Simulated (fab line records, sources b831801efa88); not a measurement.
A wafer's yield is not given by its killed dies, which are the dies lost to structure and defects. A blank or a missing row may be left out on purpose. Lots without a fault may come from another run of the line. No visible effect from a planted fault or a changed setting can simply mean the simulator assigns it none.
Which tool was responsible? / flow sky130 / Sampling: 12 lots, 36 wafers, 3 of 708 route steps

== WHAT THE GAUGES READ, wafer by wafer ==
SKY_SD_N_TW_MEAS_12. Usual: for SD_N_TW the level is 3971 and the standard deviation is 30.
lot=L346; measured=day 27 22:47; on=film-metro-03; SD_N_TW=3947 3928 3951; flag=
lot=L347; measured=day 28 09:37; on=film-metro-04; SD_N_TW=3995 3983 3975; flag=
lot=L349; measured=day 29 03:26; on=film-metro-03; SD_N_TW=3922 3931 3936; flag=
lot=L353; measured=day 30 08:12; on=film-metro-03; SD_N_TW=3915 3930 3926; flag=
lot=L354; measured=day 31 16:29; on=film-metro-04; SD_N_TW=3973 3999 3988; flag=
lot=L356; measured=day 31 17:35; on=film-metro-03; SD_N_TW=3978 3965 3982; flag=
lot=L357; measured=day 31 22:16; on=film-metro-04; SD_N_TW=4018 3999 3989; flag=
lot=L358; measured=day 32 06:40; on=film-metro-04; SD_N_TW=4022 4037 4014; flag=
lot=L359; measured=day 33 01:23; on=film-metro-04; SD_N_TW=3986 3978 3974; flag=
lot=L360; measured=day 33 02:46; on=film-metro-03; SD_N_TW=3948 3940 3928; flag=
lot=L368; measured=day 35 09:33; on=film-metro-04; SD_N_TW=4012 4029 3997; flag=
lot=L369; measured=day 35 11:04; on=film-metro-01; SD_N_TW=3951 3971 3962; flag=

== EACH LOT AND THE TOOL THAT RAN IT (in order: tool; ch and the chambers of the sampled wafers; start) ==
lot=L346; SKY_NWELL_STRIP_14=plasma-asher-04 ch 0,1, day 4 15:03; SKY_SONOS_ONO_WET_ETCH_18=wet-bench-04 ch 2, day 12 17:59
lot=L347; SKY_NWELL_STRIP_14=plasma-asher-01 ch 0,1, day 4 18:55; SKY_SONOS_ONO_WET_ETCH_18=wet-bench-02 ch 1, day 13 02:32
lot=L349; SKY_NWELL_STRIP_14=plasma-asher-04 ch 0,1, day 5 09:25; SKY_SONOS_ONO_WET_ETCH_18=wet-bench-01 ch 3, day 13 19:09
lot=L353; SKY_NWELL_STRIP_14=plasma-asher-02 ch 0,1, day 6 07:28; SKY_SONOS_ONO_WET_ETCH_18=wet-bench-02 ch 1, day 15 04:24
lot=L354; SKY_NWELL_STRIP_14=plasma-asher-04 ch 0,1, day 6 09:22; SKY_SONOS_ONO_WET_ETCH_18=wet-bench-01 ch 2, day 15 09:42
lot=L356; SKY_NWELL_STRIP_14=plasma-asher-02 ch 0, day 7 02:21; SKY_SONOS_ONO_WET_ETCH_18=wet-bench-04 ch 2, day 16 06:42
lot=L357; SKY_NWELL_STRIP_14=plasma-asher-02 ch 0,1, day 7 10:06; SKY_SONOS_ONO_WET_ETCH_18=wet-bench-01 ch 0, day 16 14:57
lot=L358; SKY_NWELL_STRIP_14=plasma-asher-02 ch 0,1, day 7 13:42; SKY_SONOS_ONO_WET_ETCH_18=wet-bench-01 ch 2, day 17 01:51
lot=L359; SKY_NWELL_STRIP_14=plasma-asher-04 ch 0,1, day 8 03:28; SKY_SONOS_ONO_WET_ETCH_18=wet-bench-01 ch 2, day 17 19:16
lot=L360; SKY_NWELL_STRIP_14=plasma-asher-02 ch 0,1, day 8 08:30; SKY_SONOS_ONO_WET_ETCH_18=wet-bench-02 ch 2, day 17 21:17
lot=L368; SKY_NWELL_STRIP_14=plasma-asher-01 ch 0,1, day 9 22:06; SKY_SONOS_ONO_WET_ETCH_18=wet-bench-04 ch 1, day 20 07:29
lot=L369; SKY_NWELL_STRIP_14=plasma-asher-01 ch 0,1, day 10 03:37; SKY_SONOS_ONO_WET_ETCH_18=wet-bench-02 ch 3, day 20 13:22
- SKY_NWELL_STRIP_14: strips in O2/N2.
- SKY_SONOS_ONO_WET_ETCH_18: etches Si3N4 in H3PO4, target depth 15 nm, time 172 s.

== AS READ BY THE TOOLS THEMSELVES (means over the sampled wafers that have a number; for cases with no such wafer, the mark the record gives instead) ==
SKY_NWELL_STRIP_14. Usual: chamber-pressure-mTorr 1500.2 mTorr, standard deviation 1.4; drypump-motor-current-A 5.42 A, standard deviation 0.3; o2-flow-sccm 3000 sccm, standard deviation 9.1; oes-product-au 0.722 a.u., standard deviation 0.0044; strip-time-to-endpoint-s 36.91 s, standard deviation 0.096.
lot=L346; tool=plasma-asher-04; chamber-pressure-mTorr (mTorr)=1501.0; drypump-motor-current-A (A)=5.29; o2-flow-sccm (sccm)=3003; oes-product-au (a.u.)=0.722; strip-time-to-endpoint-s (s)=36.99; flag=
lot=L347; tool=plasma-asher-01; chamber-pressure-mTorr (mTorr)=1499.2; drypump-motor-current-A (A)=5.32; o2-flow-sccm (sccm)=3012; oes-product-au (a.u.)=0.725; strip-time-to-endpoint-s (s)=36.87; flag=
lot=L349; tool=plasma-asher-04; chamber-pressure-mTorr (mTorr)=1501.1; drypump-motor-current-A (A)=5.26; o2-flow-sccm (sccm)=3001; oes-product-au (a.u.)=0.724; strip-time-to-endpoint-s (s)=36.79; flag=
lot=L353; tool=plasma-asher-02; chamber-pressure-mTorr (mTorr)=1500.7; drypump-motor-current-A (A)=5.63; o2-flow-sccm (sccm)=3002; oes-product-au (a.u.)=0.720; strip-time-to-endpoint-s (s)=36.91; flag=
lot=L354; tool=plasma-asher-04; chamber-pressure-mTorr (mTorr)=1500.6; drypump-motor-current-A (A)=5.27; o2-flow-sccm (sccm)=2988; oes-product-au (a.u.)=0.721; strip-time-to-endpoint-s (s)=36.90; flag=
lot=L356; tool=plasma-asher-02; chamber-pressure-mTorr (mTorr)=1499.3; drypump-motor-current-A (A)=5.16; o2-flow-sccm (sccm)=3000; oes-product-au (a.u.)=0.727; strip-time-to-endpoint-s (s)=36.87; flag=
lot=L357; tool=plasma-asher-02; chamber-pressure-mTorr (mTorr)=1500.5; drypump-motor-current-A (A)=5.38; o2-flow-sccm (sccm)=2998; oes-product-au (a.u.)=0.722; strip-time-to-endpoint-s (s)=36.90; flag=
lot=L358; tool=plasma-asher-02; chamber-pressure-mTorr (mTorr)=1500.3; drypump-motor-current-A (A)=5.63; o2-flow-sccm (sccm)=2995; oes-product-au (a.u.)=0.720; strip-time-to-endpoint-s (s)=36.88; flag=
lot=L359; tool=plasma-asher-04; chamber-pressure-mTorr (mTorr)=1500.9; drypump-motor-current-A (A)=5.26; o2-flow-sccm (sccm)=3000; oes-product-au (a.u.)=0.724; strip-time-to-endpoint-s (s)=36.85; flag=
lot=L360; tool=plasma-asher-02; chamber-pressure-mTorr (mTorr)=1498.9; drypump-motor-current-A (A)=5.38; o2-flow-sccm (sccm)=3004; oes-product-au (a.u.)=0.723; strip-time-to-endpoint-s (s)=36.86; flag=
lot=L368; tool=plasma-asher-01; chamber-pressure-mTorr (mTorr)=1500.5; drypump-motor-current-A (A)=5.44; o2-flow-sccm (sccm)=3002; oes-product-au (a.u.)=0.723; strip-time-to-endpoint-s (s)=36.90; flag=
lot=L369; tool=plasma-asher-01; chamber-pressure-mTorr (mTorr)=1500.7; drypump-motor-current-A (A)=5.31; o2-flow-sccm (sccm)=3013; oes-product-au (a.u.)=0.719; strip-time-to-endpoint-s (s)=36.87; flag=

SKY_SONOS_ONO_WET_ETCH_18. Usual: 200 s for run-length-s, sd 3.9.
lot=L346; tool=wet-bench-04; run-length-s (s)=203; flag=
lot=L347; tool=wet-bench-02; run-length-s (s)=195; flag=
lot=L349; tool=wet-bench-01; run-length-s (s)=196; flag=
lot=L353; tool=wet-bench-02; run-length-s (s)=196; flag=
lot=L354; tool=wet-bench-01; run-length-s (s)=198; flag=
lot=L356; tool=wet-bench-04; run-length-s (s)=202; flag=
lot=L357; tool=wet-bench-01; run-length-s (s)=198; flag=
lot=L358; tool=wet-bench-01; run-length-s (s)=198; flag=
lot=L359; tool=wet-bench-01; run-length-s (s)=224; flag=OFF
lot=L360; tool=wet-bench-02; run-length-s (s)=205; flag=
lot=L368; tool=wet-bench-04; run-length-s (s)=205; flag=
lot=L369; tool=wet-bench-02; run-length-s (s)=197; flag=

== THE ANSWER, worked out from the rows above alone ==
Rule: a lot counts as off when the mean over its wafers that have a number is more than 3 standard deviations away from the usual mean. Also off: a lot with no number at a reading for which 4 or more lots have one. Where the step has rows for the other lots, those lots are counted as sound. Order of review: gauges by route order, followed by the tools' own readings, for which a lot's mean as printed above is used. The first step at which some lot is off is used, and at that step the reading that is off furthest; a lot without a number counts as furthest.
Off at SKY_SONOS_ONO_WET_ETCH_18 (run-length-s): L359.
A tool fits if, at that step or a process step before it, it ran every lot that is off, and no sound lot after the first of them. This does not decide it: 2 tools fit, namely plasma-asher-04 at SKY_NWELL_STRIP_14 and wet-bench-01 at SKY_SONOS_ONO_WET_ETCH_18.

== WHAT THE SIMULATOR HAD INSERTED ==
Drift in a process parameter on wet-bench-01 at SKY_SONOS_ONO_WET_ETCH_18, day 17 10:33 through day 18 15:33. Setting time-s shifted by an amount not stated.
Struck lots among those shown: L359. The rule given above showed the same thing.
